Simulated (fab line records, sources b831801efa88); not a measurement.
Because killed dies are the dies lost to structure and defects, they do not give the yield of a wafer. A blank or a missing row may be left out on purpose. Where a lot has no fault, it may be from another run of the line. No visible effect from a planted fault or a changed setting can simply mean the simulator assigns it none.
Comparing a struck lot with a sound one ; flow sky130 ; 34 steps out of a route of 708
Sound: wafers L234.1, L234.3, L234.5. Struck: wafers L237.2, L237.6 (left out: L237.4, a lot-mate that was not struck); the cause follows at the end.
For every step that has rows: the tool of each side, followed by ch and its chambers, followed by its first start. Under that, the readings that differ: sound wafers ; struck wafers ; difference of the means ; sigmas: that difference in standard deviations of wafers without a fault.
alike: words and numbers the same on both sides, and readings whose means are apart by under 2 such deviations; not compared: readings that were withheld, readings missing a value for some wafer, numbers with overlapping values and no deviation given by the record, and bounds like >300 which may hide the same value.
Wherever a step has rows on one side only, a row that says differs or no value, or a row with sigmas, the two part there. Non-overlapping numbers with no deviation appear without sigmas and do not part them. A reading that every wafer of one side lacks parts them only if that side has two wafers or more.

first, 8 steps without rows for these wafers: SKY_LOCAL_INTERCONNECT_ETCH_13 (etches BARC in N2/H2, stops on SiO2, time 45.9 s, target depth 60 nm); SKY_LOCAL_INTERCONNECT_METAL_ETCH_14 (etches TiN in Cl2/BCl3, stops on PSG, target depth 110 nm, time 31.4 s); SKY_LOCAL_INTERCONNECT_STRIP_15 (strips in O2/N2); SKY_LOCAL_INTERCONNECT_STRIP_16 (strips in post etch residue remover, time 1200 s); SKY_LOCAL_INTERCONNECT_CLEAN_17 (cleans in IPA, time 180 s); SKY_LOCAL_INTERCONNECT_CLEAN_18 (cleans in O3/DIW); SKY_CONTACT_CVD_00 (deposits Si3N4, target thk 75 nm); SKY_CONTACT_HDPCVD_02 (deposits SiO2, target thk 565 nm, time 94.2 s).
SKY_CONTACT_CMP_04: polishes SiO2.
  sound on cmp-01 ch 1,3, day 33 14:13; struck on cmp-01 ch 0,1, day 34 10:46
reading;sound;struck;difference;sigmas
time to endpoint s (s);82 83 80;102 98;+18;+5
model.SiO2_of_CONTACT_HDPCVD_02.thk nm (nm);339.6 340.3 338.9;416.6 413.8;+75.6;
  alike: motor current A
then, 9 steps without rows for these wafers: SKY_CONTACT_DEHYDRATE_06 (time 60 s); SKY_CONTACT_HMDS_07 (prime time 60 s); SKY_CONTACT_COAT_08 (resist thk 60 nm); SKY_CONTACT_COAT_09 (resist thk 450 nm); SKY_CONTACT_SOFTBAKE_10 (time 90 s); SKY_CONTACT_EXPOSE_11 (exposes mask CTM1, target cd 170 nm); SKY_CONTACT_PEB_12; SKY_CONTACT_DEVELOP_13 (develop time 60 s); SKY_CONTACT_ETCH_16 (etches BARC in N2/H2, stops on SiO2, time 45.9 s, target depth 60 nm).
SKY_CONTACT_ETCH_17: etches SiO2 in C4F8/O2/Ar, stops on Si3N4, target depth 340 nm.
  sound on rie diel-01 ch 0,1,2, day 34 17:14; struck on rie diel-01 ch 0,2, day 35 13:29
reading;sound;struck;difference;sigmas
oes product au (a.u.);0.897 0.888 0.891;0.982 0.999;+0.098;+18
model.CONTACT.feature depth nm (nm);339.6 340.3 338.9;407.2 410.5;+69.2;
model.etch.depth nm (nm);339.6 340.3 338.9;407.2 410.5;+69.2;
then, 13 steps without rows for these wafers: SKY_CONTACT_ETCH_18 (etches Si3N4 in CHF3/O2, stops on TiN, time 39 s, target depth 75 nm); SKY_CONTACT_STRIP_19 (strips in O2/N2); SKY_CONTACT_STRIP_20 (strips in post etch residue remover, time 1200 s); SKY_CONTACT_CLEAN_21 (cleans in IPA, time 180 s); SKY_CONTACT_CLEAN_22 (cleans in O3/DIW); SKY_CONTACT_SPUTTER_23 (material TiN, target thk 20 nm, time 80 s); SKY_CONTACT_CVD_24 (deposits W, target thk 340 nm, time 102.12 s); SKY_CONTACT_CMP_27 (polishes, stops on SiO2, t overpolish 15 s, target thk 0 nm); SKY_METAL1_SPUTTER_00 (material Ti, target thk 15 nm, time 10 s); SKY_METAL1_SPUTTER_01 (material TiN, target thk 20 nm, time 16.7 s); SKY_METAL1_SPUTTER_02 (material AlCu, target thk 250 nm, time 13.3 s); SKY_METAL1_SPUTTER_03 (material Ti, target thk 5 nm, time 3.3 s); SKY_METAL1_SPUTTER_04 (material TiN, target thk 70 nm, time 58.3 s).
SKY_METAL1_METAL_ETCH_19: etches the open film in Cl2/BCl3, stops on SiO2, target depth 360 nm, time 78 s.
  sound on rie metal-02 ch 0,1, day 35 21:30; struck on rie metal-01 ch 1, day 36 17:27
reading;sound;struck;difference;sigmas
model.SiO2_of_CONTACT_HDPCVD_02.thk nm (nm);325.7 326.3 325;402.6 399.8;+75.5;
  alike: drypump motor current A, oes product au, throttle valve pct
  not compared: rf hours counter h
-- the record jumps here: 12 days lie between the struck wafers' starts before and after (it left off in module METAL1 and takes up again in module PAD_OPEN, whose first step shown is number 708 of the route) --
SKY_PAD_OPEN_PROBE_99:
  sound: prober-01 at day 48 08:24; struck: prober-02 at day 48 18:09
reading;sound;struck;difference;sigmas
killed at contacts;30 29 32;184 83;+103;+20
killed dies;86 91 91;251 152;+112;+12
model.etest.mcon chain.rc ohm;16.96 17.24 16.71;29.31 24.88;+10.12;
  alike: killed_at_M0_to_M3, killed_at_M4_up, killed at front end, killed at other, killed on rim, killed open, killed short

WHERE THEY PART
Earliest at SKY_CONTACT_CMP_04; latest, in this record, at SKY_PAD_OPEN_PROBE_99.

WHY: the cause the simulator had injected
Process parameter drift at SKY_CONTACT_CMP_04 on cmp-01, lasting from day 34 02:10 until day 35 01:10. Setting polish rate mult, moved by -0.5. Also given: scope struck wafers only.
